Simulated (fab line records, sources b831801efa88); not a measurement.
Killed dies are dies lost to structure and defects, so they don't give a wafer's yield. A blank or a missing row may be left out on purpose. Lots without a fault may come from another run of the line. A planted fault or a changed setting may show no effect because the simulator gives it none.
One fault seen from 2 desks | flow gf180mcu | each desk has only its own numbers; what lay behind them comes last

THE METROLOGY DESK
What the gauges read, lot by lot, whatever tool the lot ran on: means of the sampled wafers that have a number. A lot is out of limits, marked OUT, if its mean lies more than 4 standard deviations from the usual mean; the brackets give that distance.
Columns: A = cd_nm at GF_HV_LDD_CD_MEAS_19, usual 399.9 nm; B = HV_LDD_01_OVL at GF_HV_LDD_OVL_MEAS_20, usual 0.1 nm; C = HV_LDD_RS at GF_HV_LDD_RS_MEAS_53, usual 419.0 ohm/sq; D = NSD_RS at GF_PSD_RS_MEAS_14, usual 46.14 ohm/sq; E = PSD_RS at GF_PSD_RS_MEAS_15, usual 108.6 ohm/sq
lot  | first seen here | A     | B    | C     | D               | E
L347 | day 10 12:48    | 397.7 | 1.4  | 420.3 | 46.11           | 108.3
L348 | day 10 22:23    | 399.8 | 1.1  | 418.5 | 46.16           | 108.5
L350 | day 11 14:43    | 397.5 | 0.1  | 420.0 | 46.25           | 108.8
L351 | day 11 21:13    | 403.0 | 0.1  | 419.4 | 46.16           | 108.8
L353 | day 12 11:50    | 398.7 | -0.0 | 419.0 | 46.10           | 108.5
L355 | day 13 06:40    | 402.6 | -0.2 | 419.5 | 46.11           | 108.7
L358 | day 14 07:42    | 397.6 | -1.0 | 419.5 | 46.04           | 108.1
L362 | day 15 17:02    | 398.4 | -1.1 | 417.2 | 46.09           | 108.6
L364 | day 16 10:35    | 404.4 | 0.6  | 417.8 | 41.44 (-57) OUT | 100.4 (-27) OUT
L365 | day 16 16:31    | 397.2 | -1.2 | 419.9 | 41.40 (-57) OUT | 100.1 (-28) OUT
L367 | day 17 04:44    | 401.1 | 0.5  | 419.4 | 41.10 (-61) OUT | 99.6 (-30) OUT
L368 | day 17 12:52    | 399.7 | 0.1  | 418.2 | 46.15           | 108.7
L369 | day 17 21:13    | 400.8 | 1.1  | 419.1 | 46.08           | 108.5
This desk's finding: out of limits on L364, L365, L367; first on L364, day 20 15:11 (NSD_RS at GF_PSD_RS_MEAS_14). In limits: L347, L348, L350, L351, L353, L355, L358, L362, L368, L369.

THE TOOL OWNER'S DESK: rtp_anneal-02
The tool's own readings at GF_PSD_RTA_13 (time 20 s): means of the sampled wafers that have a number, for each lot that ran on this tool. A lot is out of limits, marked OUT, if its mean lies more than 4 standard deviations from the usual mean; the brackets give that distance.
Columns: A = lamp_power_pct at GF_PSD_RTA_13, usual 29.6 %; B = run_length_s at GF_PSD_RTA_13, usual 48.9 s; C = wafer_temp_C_max at GF_PSD_RTA_13, usual 1029.2
lot  | first seen here | A    | B              | C
L348 | day 14 09:37    | 32.1 | 50.9           | 1028.5
L350 | day 15 02:47    | 32.1 | 48.6           | 1029.3
L351 | day 15 12:16    | 32.1 | 48.7           | 1028.5
L355 | day 17 00:57    | 32.1 | 48.6           | 1028.8
L358 | day 18 04:01    | 32.1 | 48.6           | 1028.1
L362 | day 19 17:35    | 32.1 | 51.0           | 1029.2
L364 | day 20 15:05    | 32.1 | 77.4 (+45) OUT | 1028.5
L365 | day 20 20:20    | 32.0 | 77.1 (+45) OUT | 1028.0
L367 | day 21 09:32    | 32.1 | 77.4 (+45) OUT | 1028.4
This desk's finding: out of limits on L364, L365, L367; first on L364, day 20 15:05 (run_length_s at GF_PSD_RTA_13). In limits: L348, L350, L351, L355, L358, L362.

PUT TOGETHER
The tool owner's desk could have raised an alarm at day 20 15:05, on L364, L365, L367.
The metrology desk could have raised an alarm at day 20 15:11, on L364, L365, L367.
Of the lots named, all ran GF_PSD_RTA_13 on rtp_anneal-02.

WHAT THE SIMULATOR HAD PUT IN
Process parameter drift: rtp_anneal-02, from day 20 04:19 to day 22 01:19, at GF_PSD_RTA_13. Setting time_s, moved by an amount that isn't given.
Lots struck among those shown: L364, L365, L367.
Hours from the fault's start to each desk's first reading out of limits: the tool owner's desk, 11; the metrology desk, 11.
